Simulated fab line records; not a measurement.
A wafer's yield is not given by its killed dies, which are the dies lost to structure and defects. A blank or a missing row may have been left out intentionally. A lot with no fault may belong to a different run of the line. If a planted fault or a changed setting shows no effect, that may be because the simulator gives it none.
The tool behind it: which one? + flow gf180mcu + 36 wafers from 12 lots sampled at 4 of the route's 602 steps

WHAT EACH GAUGE READ, for each wafer
GF_PSD_TW_MEAS_11.
| lot  | measured     | on           | PSD_TW         |
|------|--------------|--------------|----------------|
| L075 | day 14 15:05 | filmMetro-03 | 3183 3191 3192 |
| L077 | day 15 06:46 | filmMetro-04 | 3218 3202 3213 |
| L079 | day 15 23:29 | filmMetro-03 | 3198 3220 3195 |
| L081 | day 16 21:01 | filmMetro-04 | 3177 3174 3166 |
| L083 | day 17 13:26 | filmMetro-04 | 3159 3163 3158 |
| L085 | day 18 04:46 | filmMetro-03 | 3187 3184 3183 |
| L087 | day 18 17:31 | filmMetro-03 | 3205 3186 3221 |
| L089 | day 19 16:45 | filmMetro-01 | 3205 3186 3180 |
| L091 | day 20 06:59 | filmMetro-04 | 3167 3199 3207 |
| L093 | day 20 21:02 | filmMetro-03 | 3183 3200 3188 |
| L095 | day 21 13:53 | filmMetro-03 | 3143 3144 3139 |
| L097 | day 22 04:22 | filmMetro-04 | 3190 3202 3181 |

TOOL THAT RAN EACH LOT (tool first, then ch and the chambers of the sampled wafers, then the start)
| lot  | GF_VT_IMPLANT_STRIP_20              | GF_VT_IMPLANT_STRIP_42              | GF_DUAL_GATE_STRIP_13               |
|------|-------------------------------------|-------------------------------------|-------------------------------------|
| L075 | plasmaAsher-03 ch 0,1, day 6 13:09  | plasmaAsher-04 ch 0,1, day 7 20:30  | plasmaAsher-01 ch 0,1, day 8 17:57  |
| L077 | plasmaAsher-03 ch 0,1, day 7 01:19  | plasmaAsher-04 ch 0,1, day 8 09:25  | plasmaAsher-01 ch 0,1, day 9 04:29  |
| L079 | plasmaAsher-04 ch 0,1, day 7 13:19  | plasmaAsher-04 ch 0,1, day 8 22:28  | plasmaAsher-02 ch 0,1, day 9 20:29  |
| L081 | plasmaAsher-04 ch 0,1, day 8 04:50  | plasmaAsher-03 ch 0,1, day 9 14:26  | plasmaAsher-01 ch 0,1, day 10 11:32 |
| L083 | plasmaAsher-04 ch 0,1, day 8 18:35  | plasmaAsher-02 ch 0,1, day 10 05:14 | plasmaAsher-02 ch 0,1, day 11 01:47 |
| L085 | plasmaAsher-03 ch 0,1, day 9 01:56  | plasmaAsher-03 ch 0,1, day 10 12:47 | plasmaAsher-01 ch 0,1, day 11 10:06 |
| L087 | plasmaAsher-03 ch 0,1, day 9 15:07  | plasmaAsher-04 ch 0,1, day 11 03:04 | plasmaAsher-02 ch 0, day 12 00:38   |
| L089 | plasmaAsher-03 ch 0,1, day 10 08:19 | plasmaAsher-02 ch 0,1, day 11 20:59 | plasmaAsher-04 ch 0,1, day 12 18:57 |
| L091 | plasmaAsher-02 ch 0,1, day 10 17:50 | plasmaAsher-04 ch 0,1, day 12 07:43 | plasmaAsher-04 ch 0,1, day 13 05:49 |
| L093 | plasmaAsher-03 ch 0,1, day 11 05:28 | plasmaAsher-02 ch 0,1, day 12 18:56 | plasmaAsher-01 ch 0,1, day 13 17:35 |
| L095 | plasmaAsher-04 ch 0,1, day 11 20:40 | plasmaAsher-04 ch 0,1, day 13 10:46 | plasmaAsher-04 ch 0,1, day 14 10:17 |
| L097 | plasmaAsher-02 ch 0,1, day 12 07:44 | plasmaAsher-04 ch 0,1, day 14 00:22 | plasmaAsher-01 ch 0,1, day 14 23:45 |
- GF_VT_IMPLANT_STRIP_20: strips in O2/N2.
- GF_VT_IMPLANT_STRIP_42: strips in O2/N2.
- GF_DUAL_GATE_STRIP_13: strips in O2/N2.

THE ANSWER, worked out from the rows above alone
Rule: what is usual is taken from the lots themselves. The widest of any qualifying gaps counts: lots, ordered by their means at a reading, are off when they make up no more than a third of the lots, leave a main group of 4 or more, and stand apart from it by 3 or more times the standard deviation of that group's means. If all means in a main group match to the digits the tables above print for the reading, that group is not used. A lot without any number at a reading at which 4 lots or more have one is off too. Any other lot the step has rows for is counted as sound.
Across all readings shown, no lot is off: no conclusion can be drawn from this.

WHAT THE SIMULATOR PUT IN
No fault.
